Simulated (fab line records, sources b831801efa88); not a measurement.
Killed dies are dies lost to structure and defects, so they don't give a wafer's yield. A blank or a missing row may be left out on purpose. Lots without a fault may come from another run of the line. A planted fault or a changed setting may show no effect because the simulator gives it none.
A struck lot beside a sound one | flow gf180mcu | 14 steps out of a route of 602
Sound: wafers L879.2, L879.3, L879.6. Struck: wafer L887.6. (L887.3, L887.4 of the same lot were not struck and are left out.) The cause comes at the end.
At each step with rows: each side's tool, then ch and its chambers, then its first start. Under that, the readings that differ: sound wafers | struck wafers | difference of the means | sigmas: that difference in standard deviations of wafers without a fault.
alike: readings whose means differ by less than 2 such deviations, and words and numbers that are the same on both sides. not compared: withheld readings, readings that some wafer has no value for, bounds like >300 that may hide the same value, and numbers for which the record gives no deviation and whose values overlap.
The two part at a step that has a row with sigmas, a row that says differs or no value, or rows on one side only. Numbers that don't overlap but have no deviation are shown without sigmas and don't part them. A reading that every wafer of one side lacks parts them only if that side has two wafers or more.

GF_V5_OVL_MEAS_15:
  sound on overlay-02, day 27 19:43; struck on overlay-01, day 30 06:30
  alike: V5_OVL
GF_V5_ETCH_16: etches BARC in N2/H2.
  sound on rie_diel-01 ch 0,3, day 27 19:44; struck on rie_diel-01 ch 0, day 30 06:31
  alike: drypump_motor_current_A, h2_flow_sccm, oes_product_au, rf_fwd_power_W, throttle_valve_pct
GF_V5_ETCH_17: etches SiO2 in C4F8/O2/Ar, stops on TiN, target depth 855 nm.
  sound on rie_diel-01 ch 0,3; struck on rie_diel-01 ch 0
  alike: oes_product_au, rf_fwd_power_W
then, 3 steps without rows for these wafers: GF_V5_STRIP_18 (strips in O2/N2); GF_V5_STRIP_19 (strips in post etch residue remover, time 1200 s); GF_V5_CLEAN_20 (cleans in DIW).
GF_V5_SPUTTER_21: material Ti, target thk 15 nm, time 80.02 s.
  sound on pvd_sputter-02, day 27 20:26; struck on pvd_sputter-02, day 30 07:14
  alike: throttle_valve_pct
then, 1 step without rows for these wafers: GF_V5_SPUTTER_22 (material TiN, target thk 10 nm, time 40 s).
GF_V5_CVD_23: deposits W, target thk 350 nm, time 104.9 s.
  sound on cvd_w-01 ch 0,1, day 27 20:32; struck on cvd_w-01 ch 1, day 30 07:23
  alike: chamber_pressure_Torr, heater_power_w
GF_V5_RS_MEAS_24: measures by four-point-probe.
  sound on film_metro-03, day 27 20:40; struck on film_metro-03, day 30 07:29
  alike: V5_W_RS
GF_V5_THK_MEAS_25: measures by xrf.
  sound on film_metro-03, day 27 20:47; struck on film_metro-03, day 30 07:35
  alike: V5_W_THK
GF_V5_CMP_26: polishes, stops on SiO2, t overpolish 15 s, target thk 0 nm.
  sound on cmp-02 ch 0,1,2, day 27 20:56; struck on cmp-01 ch 1, day 30 07:44
  alike: motor_current_A, overpolish_run_s, time_to_endpoint_s
GF_TOP_METAL_SPUTTER_00: material Ti, target thk 37.5 nm, time 150 s.
  sound on pvd_sputter-01, day 27 21:08; struck on pvd_sputter-04, day 30 07:56
  reading                                      | sound            | struck | difference | sigmas
  model.Ti_of_TOP_METAL_SPUTTER_00.thk_nm (nm) | 37.49 37.81 37.8 | 56.12  | +18.42     |
  alike: throttle_valve_pct
then, 1 step without rows for these wafers: GF_TOP_METAL_SPUTTER_01 (material TiN, target thk 30 nm, time 25 s).

WHERE THEY PART
Nowhere in this record.

WHY: what the simulator had put in
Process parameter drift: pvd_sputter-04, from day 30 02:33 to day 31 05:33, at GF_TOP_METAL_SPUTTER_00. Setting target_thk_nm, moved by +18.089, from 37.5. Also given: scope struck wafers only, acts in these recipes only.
